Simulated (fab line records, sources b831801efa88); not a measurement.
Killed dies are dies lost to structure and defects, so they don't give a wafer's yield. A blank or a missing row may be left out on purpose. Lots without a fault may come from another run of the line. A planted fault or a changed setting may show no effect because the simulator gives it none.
Chamber matching | flow sky130 | SKY_VIA4_CMP_21 on cmp-02: 4 sister chambers
The step polishes, stops on SiO2, t overpolish 25 s, target thk 0 nm. 8 wafers are shown with their chamber, then 9 later ones without.

WAFERS WITH THEIR CHAMBER
wafer  | chamber | motor_current_A (A) | time_to_endpoint_s (s)
L083.5 | 0       | 12.2                | 118
L083.6 | 3       | 11.3                | 111
L087.1 | 2       | 11.5                | 120
L087.3 | 3       | 10.4                | 115
L087.6 | 1       | 11.2                | 115
L090.1 | 2       | 11.0                | 120
L090.5 | 1       | 11.6                | 119
L090.6 | 0       | 12.2                | 128

WAFERS WITHOUT THEIR CHAMBER
wafer  | motor_current_A (A) | time_to_endpoint_s (s)
L093.3 | 11.0                | 120
L093.4 | 11.5                | 124
L093.6 | 11.5                | 121
L095.1 | 11.5                | 124
L095.5 | 11.2                | 119
L095.6 | 11.7                | 125
L097.1 | 10.8                | 121
L097.4 | 10.8                | 116
L097.5 | 10.8                | 117

WHICH CHAMBER EACH WENT THROUGH
wafer  | from the rows above               | in truth
L093.3 | can't be placed: 2 or 1 or 3      | 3
L093.4 | can't be placed: 2 or 1 or 0      | 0
L093.6 | can't be placed: 2 or 1 or 0 or 3 | 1
L095.1 | can't be placed: 2 or 1 or 0      | 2
L095.5 | can't be placed: 2 or 1 or 3      | 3
L095.6 | can't be placed: 0 or 2 or 1      | 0
L097.1 | can't be placed: 2 or 1 or 3      | 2
L097.4 | can't be placed: 3 or 2 or 1      | 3
L097.5 | can't be placed: 3 or 2 or 1      | 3
Placed correctly: 0 of 9. Can't be placed from these rows: 9 (the true chamber is among the candidates in 9). Placed wrongly: 0.
How it was worked out, from the rows above alone: a wafer's distance from a chamber is the root of the sum, over the readings, of the square of ((its reading less the chamber's mean) divided by the reading's scatter). The wafer belongs to the nearest chamber; if the next one is less than 2 further off, it can't be placed. A chamber's mean is the mean of its shown wafers. The scatter: the root of (the sum of the squares of (reading less its chamber's mean) over the shown wafers, divided by (wafers less chambers)).
